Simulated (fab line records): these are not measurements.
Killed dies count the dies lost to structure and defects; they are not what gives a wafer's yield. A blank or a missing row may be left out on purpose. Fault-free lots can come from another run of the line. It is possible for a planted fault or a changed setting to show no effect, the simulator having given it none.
fab line records	flow gf180mcu
record lots=12	wafers=36	last-day=34
route steps=602 shown NWELL@52 HV_LDD@209 CONTACT@309 M1@318
lots that met no fault: from a run of the same line without faults
start-h: hours from the record's first day to the start of the lot's first wafer shown	wait-h: hours from the lot's prior step to this one	" unchanged from the row above	L1.1+2: several wafers, shown together as one row	- no value, or no start given	* or withheld: withheld	< > ~ a bound
route shown NAME@n: NAME is a module with steps in the file, n the number in the route of the first one	usual: the fault-free wafers' mean and standard deviation	same: alike in all rows	chamber/n: place in a boat	sites: per-site readings	_std_site: the values' standard deviation	_edge_site: the outer-site mean with the inner-site mean subtracted	radius-mm: how far each site lies from the wafer's centre	mask NAME#n: copy n	behind: the most recent tool/chamber to have shaped the wafer	hold: why the lot was held/for how many hours/how that ended	device: the transistor (n, p or np) that didn't switch	end of line: tests of these same wafers at the route's end	a step given without rows: its recipe and nothing more	killed: at the first sort, the dies lost to defects and structure; wafer yield is something else	map: per-die view of a wafer (x killed, . not killed, _ where there is no die)
set.NAME: the setting as run; set.NAME@STEP: as run at that earlier step	model.NAME: the simulator's own value behind a step, which no gauge read
one table for each step of the route and one row for each wafer, over a sample of lots
services: when a tool's chamber went out of use (start-h, in hours from the record's first day, below 0 if earlier), for how many hours, and the reason
## steps
# step GF_NWELL_STRIP_10
# recipe chemistry=O2/N2	power-w=1400	pressure-mtorr=1500	platen-temp-c=250	o2-flow-sccm=3000	n2-flow-sccm=300	overash-fraction=0.5
# usual drypump-motor-current-A=5.90/0.14	heater-power-w=327/55	n2-flow-sccm=300.0/0.84	oes-product-au=0.722/0.0043	platen-temp-c=250.00/0.17	strip-time-to-endpoint-s=36.64/0.11
lot.wafer	tool	chamber	start-h	wait-h	drypump-motor-current-A	heater-power-w	n2-flow-sccm	oes-product-au	platen-temp-c	rf-hours-counter-h	strip-time-to-endpoint-s
L733.1	plasma-asher-02	0	71.51	0.1	5.98	256	301.0	0.727	250.27	44	36.53
L733.3	"	0	"	"	6.00	259	300.4	0.714	249.77	-	36.55
L733.5	"	1	"	"	5.62	311	298.8	0.719	250.15	-	36.58
L736.3	plasma-asher-02	0	89.39	0.1	5.99	251	301.8	0.719	249.90	-	36.56
L736.4	"	1	"	"	5.63	306	301.0	0.724	250.18	-	36.64
L736.5	"	0	"	"	6.01	256	300.9	0.724	250.13	-	36.62
L739.2	plasma-asher-01	0	107.11	0.1	5.90	412	300.9	0.717	250.36	27	36.78
L739.3	"	0	"	"	5.86	411	301.1	0.718	250.43	-	36.68
L739.6	"	0	"	"	5.88	414	299.6	0.717	250.14	-	36.71
L740.3	plasma-asher-01	1	110.49	0.1	5.99	314	300.4	0.718	250.04	-	36.54
L740.5	"	1	"	"	6.01	310	299.2	0.723	249.86	-	36.71
L740.6	"	0	"	"	5.87	405	299.7	0.721	250.20	-	36.57
L741.1	plasma-asher-01	1	117.44	0.1	5.97	306	301.0	0.720	249.66	28	36.59
L741.3	"	0	"	"	5.88	404	299.6	0.718	249.96	-	36.57
L741.6	"	0	"	"	5.90	413	300.5	0.727	250.08	-	36.54
L743.1	plasma-asher-01	0	128.01	0.1	5.88	410	300.8	0.724	250.12	29	36.70
L743.2	"	1	"	"	5.97	300	299.0	0.720	250.08	29	36.49
L743.6	"	1	"	"	5.97	304	301.2	0.720	249.88	-	36.60
L746.3	plasma-asher-02	0	144.61	0.1	5.97	280	299.8	0.724	249.77	-	36.62
L746.5	"	1	"	"	5.63	292	300.2	0.724	249.92	-	36.62
L746.6	"	0	"	"	6.00	274	301.0	0.722	250.16	-	36.72
L747.1	plasma-asher-01	0	148.48	0.1	5.88	412	300.5	0.723	249.64	31	36.49
L747.4	"	0	"	"	5.89	425	300.8	0.722	249.91	-	36.52
L747.6	"	0	"	"	5.87	409	300.9	0.727	249.86	-	36.65
L749.1	plasma-asher-01	0	164.59	0.1	5.87	421	299.6	0.716	250.07	33	36.59
L749.3	"	0	"	"	5.88	410	301.1	0.719	250.09	-	36.69
L749.4	"	1	"	"	5.92	305	300.5	0.724	249.91	-	36.66
L750.1	plasma-asher-01	1	166.11	0.1	5.93	312	298.5	0.730	249.91	34	36.72
L750.3	"	1	"	"	5.92	313	299.6	0.726	249.85	-	36.75
L750.4	"	0	"	"	5.90	411	300.7	0.717	249.78	-	36.61
L752.1	plasma-asher-01	0	178.39	0.1	5.89	408	300.1	0.715	249.91	35	36.59
L752.3	"	1	"	"	5.99	313	299.9	0.717	250.31	-	36.58
L752.4	"	0	"	"	5.87	404	299.5	0.717	250.04	-	36.66
L753.1	plasma-asher-03	0	182.76	0.1	5.76	254	299.7	0.730	249.83	51	36.68
L753.5	"	0	"	"	5.77	262	300.2	0.719	249.90	-	36.71
L753.6	"	1	"	"	6.10	327	299.1	0.729	249.90	-	36.62
# step GF_HV_LDD_IMPLANT_33
# recipe species=P	energy-kev=60	dose-cm2=7.5e+12	tilt-deg=30	rotation-deg=0
# usual tilt-deg=29.996/0.021
lot.wafer	tool	chamber	start-h	wait-h	tilt-deg
L733.1	implanter-01	0	278.38	0.0	29.965
L733.3	"	0	"	"	29.978
L733.5	"	0	"	"	29.985
L736.3	implanter-04	0	307.08	0.1	29.984
L736.4	"	0	"	"	30.033
L736.5	"	0	"	"	30.031
L739.2	implanter-01	0	329.05	0.0	29.983
L739.3	"	0	"	"	29.981
L739.6	"	0	"	"	30.003
L740.3	implanter-01	0	337.34	0.1	29.996
L740.5	"	0	"	"	29.999
L740.6	"	0	"	"	29.985
L741.1	implanter-04	0	347.33	0.0	29.974
L741.3	"	0	"	"	29.960
L741.6	"	0	"	"	29.959
L743.1	implanter-04	0	356.55	0.0	30.020
L743.2	"	0	"	"	29.983
L743.6	"	0	"	"	29.985
L746.3	implanter-04	0	380.53	0.1	29.992
L746.5	"	0	"	"	29.987
L746.6	"	0	"	"	29.971
L747.1	implanter-01	0	388.40	0.0	29.988
L747.4	"	0	"	"	29.991
L747.6	"	0	"	"	29.977
L749.1	implanter-01	0	407.84	0.0	29.977
L749.3	"	0	"	"	30.019
L749.4	"	0	"	"	29.982
L750.1	implanter-02	0	411.87	0.0	30.009
L750.3	"	0	"	"	29.984
L750.4	"	0	"	"	30.027
L752.1	implanter-02	0	429.42	0.0	30.034
L752.3	"	0	"	"	30.034
L752.4	"	0	"	"	30.048
L753.1	implanter-02	0	434.42	0.0	29.976
L753.5	"	0	"	"	29.982
L753.6	"	0	"	"	29.988
# step GF_HV_LDD_TW_MEAS_38
# usual HV_LDD_3_TW=1436/7.2
lot.wafer	tool	chamber	start-h	wait-h	HV_LDD_3_TW
L733.1	film-metro-04	-	279.08	0.1	1429
L733.3	"	-	"	"	1432
L733.5	"	-	"	"	1425
L736.3	film-metro-02	-	307.84	0.1	1443
L736.4	"	-	"	"	1440
L736.5	"	-	"	"	1438
L739.2	film-metro-02	-	329.74	0.1	1423
L739.3	"	-	"	"	1424
L739.6	"	-	"	"	1426
L740.3	film-metro-01	-	338.01	0.1	1442
L740.5	"	-	"	"	1435
L740.6	"	-	"	"	1438
L741.1	film-metro-02	-	348.03	0.1	1424
L741.3	"	-	"	"	1428
L741.6	"	-	"	"	1424
L743.1	film-metro-04	-	357.25	0.1	1437
L743.2	"	-	"	"	1439
L743.6	"	-	"	"	1433
L746.3	film-metro-01	-	381.20	0.1	1438
L746.5	"	-	"	"	1444
L746.6	"	-	"	"	1444
L747.1	film-metro-04	-	389.10	0.1	1413
L747.4	"	-	"	"	1405
L747.6	"	-	"	"	1412
L749.1	film-metro-04	-	408.54	0.1	1397
L749.3	"	-	"	"	1397
L749.4	"	-	"	"	1401
L750.1	film-metro-02	-	412.57	0.1	1445
L750.3	"	-	"	"	1431
L750.4	"	-	"	"	1442
L752.1	film-metro-01	-	430.12	0.1	1440
L752.3	"	-	"	"	1438
L752.4	"	-	"	"	1436
L753.1	film-metro-02	-	435.12	0.1	1442
L753.5	"	-	"	"	1428
L753.6	"	-	"	"	1433
# step GF_HV_LDD_RS_MEAS_53
# recipe thk-meas-gauge=four-point-probe
# usual HV_LDD_RS=418.3/0.84
lot.wafer	tool	chamber	start-h	wait-h	HV_LDD_RS[ohm/sq]
L733.1	film-metro-01	-	299.42	0.1	418.0
L733.3	"	-	"	"	418.0
L733.5	"	-	"	"	418.8
L736.3	film-metro-04	-	329.41	0.1	417.4
L736.4	"	-	"	"	417.7
L736.5	"	-	"	"	417.0
L739.2	film-metro-01	-	351.44	0.1	418.8
L739.3	"	-	"	"	418.8
L739.6	"	-	"	"	418.2
L740.3	film-metro-04	-	360.59	0.1	418.5
L740.5	"	-	"	"	418.5
L740.6	"	-	"	"	417.6
L741.1	film-metro-02	-	370.41	0.1	419.2
L741.3	"	-	"	"	419.7
L741.6	"	-	"	"	419.7
L743.1	film-metro-01	-	380.33	0.1	418.2
L743.2	"	-	"	"	419.5
L743.6	"	-	"	"	421.2
L746.3	film-metro-01	-	403.66	0.1	418.6
L746.5	"	-	"	"	419.0
L746.6	"	-	"	"	419.6
L747.1	film-metro-01	-	411.43	0.1	421.7
L747.4	"	-	"	"	422.3
L747.6	"	-	"	"	422.2
L749.1	film-metro-02	-	432.01	0.1	421.2
L749.3	"	-	"	"	422.0
L749.4	"	-	"	"	423.0
L750.1	film-metro-01	-	436.17	0.1	419.2
L750.3	"	-	"	"	418.8
L750.4	"	-	"	"	419.1
L752.1	film-metro-01	-	454.27	0.1	419.4
L752.3	"	-	"	"	418.0
L752.4	"	-	"	"	419.7
L753.1	film-metro-02	-	459.05	0.1	418.8
L753.5	"	-	"	"	418.1
L753.6	"	-	"	"	418.3
# step GF_CONTACT_SPUTTER_22
# recipe material=Ti	target-thk-nm=15	chamber-pressure-pa=5	power-w=2500	substrate-temp-c=200	time-s=80.02
# usual throttle-valve-pct=30.3/0.94
lot.wafer	tool	chamber	start-h	wait-h	throttle-valve-pct
L733.1	pvd-sputter-02	-	404.23	0.0	29.9
L733.3	"	-	"	"	32.1
L733.5	"	-	"	"	30.0
L736.3	pvd-sputter-02	-	424.21	0.0	30.0
L736.4	"	-	"	"	31.4
L736.5	"	-	"	"	32.1
L739.2	pvd-sputter-03	-	448.96	0.0	28.8
L739.3	"	-	"	"	30.5
L739.6	"	-	"	"	30.6
L740.3	pvd-sputter-02	-	458.18	0.0	32.1
L740.5	"	-	"	"	32.0
L740.6	"	-	"	"	31.5
L741.1	pvd-sputter-01	-	469.11	0.0	29.2
L741.3	"	-	"	"	30.1
L741.6	"	-	"	"	29.2
L743.1	pvd-sputter-02	-	480.26	0.0	31.4
L743.2	"	-	"	"	30.0
L743.6	"	-	"	"	30.1
L746.3	pvd-sputter-03	-	505.55	0.0	30.1
L746.5	"	-	"	"	30.4
L746.6	"	-	"	"	28.8
L747.1	pvd-sputter-02	-	513.11	0.0	30.2
L747.4	"	-	"	"	32.0
L747.6	"	-	"	"	29.9
L749.1	pvd-sputter-03	-	533.59	0.0	28.8
L749.3	"	-	"	"	30.1
L749.4	"	-	"	"	30.6
L750.1	pvd-sputter-03	-	537.73	0.0	30.4
L750.3	"	-	"	"	30.7
L750.4	"	-	"	"	30.6
L752.1	pvd-sputter-01	-	552.00	0.0	29.7
L752.3	"	-	"	"	28.4
L752.4	"	-	"	"	30.6
L753.1	pvd-sputter-02	-	558.96	0.0	32.2
L753.5	"	-	"	"	30.0
L753.6	"	-	"	"	31.3
# step GF_M1_SPUTTER_03
# recipe material=Ti	target-thk-nm=10	substrate-temp-c=300	chamber-pressure-pa=0.3	power-w=3000	time-s=6.7
# usual throttle-valve-pct=29.9/1.4
lot.wafer	tool	chamber	start-h	wait-h	throttle-valve-pct
L733.1	pvd-sputter-02	-	405.26	0.0	30.3
L733.3	"	-	"	"	32.0
L733.5	"	-	"	"	30.3
L736.3	pvd-sputter-04	-	425.05	0.0	30.5
L736.4	"	-	"	"	27.4
L736.5	"	-	"	"	27.2
L739.2	pvd-sputter-04	-	449.80	0.0	30.7
L739.3	"	-	"	"	29.5
L739.6	"	-	"	"	30.8
L740.3	pvd-sputter-04	-	459.03	0.0	30.6
L740.5	"	-	"	"	30.6
L740.6	"	-	"	"	29.5
L741.1	pvd-sputter-02	-	469.95	0.0	31.5
L741.3	"	-	"	"	30.1
L741.6	"	-	"	"	30.1
L743.1	pvd-sputter-04	-	481.10	0.0	30.7
L743.2	"	-	"	"	30.6
L743.6	"	-	"	"	26.9
L746.3	pvd-sputter-03	-	506.54	0.0	30.6
L746.5	"	-	"	"	28.8
L746.6	"	-	"	"	30.6
L747.1	pvd-sputter-03	-	513.95	0.0	30.5
L747.4	"	-	"	"	30.4
L747.6	"	-	"	"	30.6
L749.1	pvd-sputter-02	-	534.43	0.0	29.9
L749.3	"	-	"	"	30.0
L749.4	"	-	"	"	31.7
L750.1	pvd-sputter-02	-	538.57	0.0	32.1
L750.3	"	-	"	"	31.5
L750.4	"	-	"	"	31.4
L752.1	pvd-sputter-02	-	552.84	0.0	31.3
L752.3	"	-	"	"	31.9
L752.4	"	-	"	"	30.2
L753.1	pvd-sputter-04	-	559.80	0.0	27.4
L753.5	"	-	"	"	30.7
L753.6	"	-	"	"	29.5
## services
tool	chamber	start-h	hours	kind
pvd-sputter-02	-	72.17	0.5	repair
pvd-sputter-02	-	73.60	3.5	repair
implanter-04	-	137.81	5.4	pm
pvd-sputter-04	-	159.99	13.1	repair
plasma-asher-01	-	174.73	1.4	repair
implanter-04	-	182.88	2.1	repair
pvd-sputter-02	-	239.70	2.3	repair
pvd-sputter-04	-	241.22	4.2	repair
implanter-04	-	300.57	3.5	repair
pvd-sputter-02	-	306.44	7.5	repair
plasma-asher-01	-	332.97	3.1	repair
pvd-sputter-03	-	333.26	9.7	repair
implanter-04	-	350.95	5.3	pm
plasma-asher-01	-	393.30	4.9	pm
implanter-01	-	415.10	3.8	pm
pvd-sputter-03	-	417.47	10.6	repair
implanter-04	-	429.71	27.2	pm
plasma-asher-01	-	488.39	11.6	repair
plasma-asher-01	-	507.79	6.6	repair
plasma-asher-01	-	523.18	2.8	pm
implanter-04	-	527.07	5.1	repair
implanter-01	-	539.72	3.6	repair
implanter-01	-	556.23	5.7	repair
implanter-01	-	559.59	5.5	repair
## key
first-sign step=GF_HV_LDD_TW_MEAS_38	reading=HV_LDD_3_TW	direction=down	sigmas=4.4	usual=1436	struck=1404
effect step=GF_HV_LDD_RS_MEAS_53	reading=HV_LDD_RS	direction=up	sigmas=4.5	usual=418.3	struck=422.0
met-at GF_HV_LDD_IMPLANT_33
struck-lots L747,L749
tester-left-out L747,L749
not-acting-at GF_NWELL_STRIP_10,GF_CONTACT_SPUTTER_22,GF_M1_SPUTTER_03
onset-between 337.34 388.40
fault kind=process-parameter-drift	tool=implanter-01	chamber=-	onset-h=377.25	steps=GF_HV_LDD_IMPLANT_33	channel=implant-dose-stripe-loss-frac	offset=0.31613	shape=step	end-h=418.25
# tester-left-out: of these lots the tester's yield and bins aren't shown, on N5 and GAA mostly nor the transistor test; their killed dies are dies lost to structure and defects alone, not to doping, threshold or leakage, so they don't give the yield
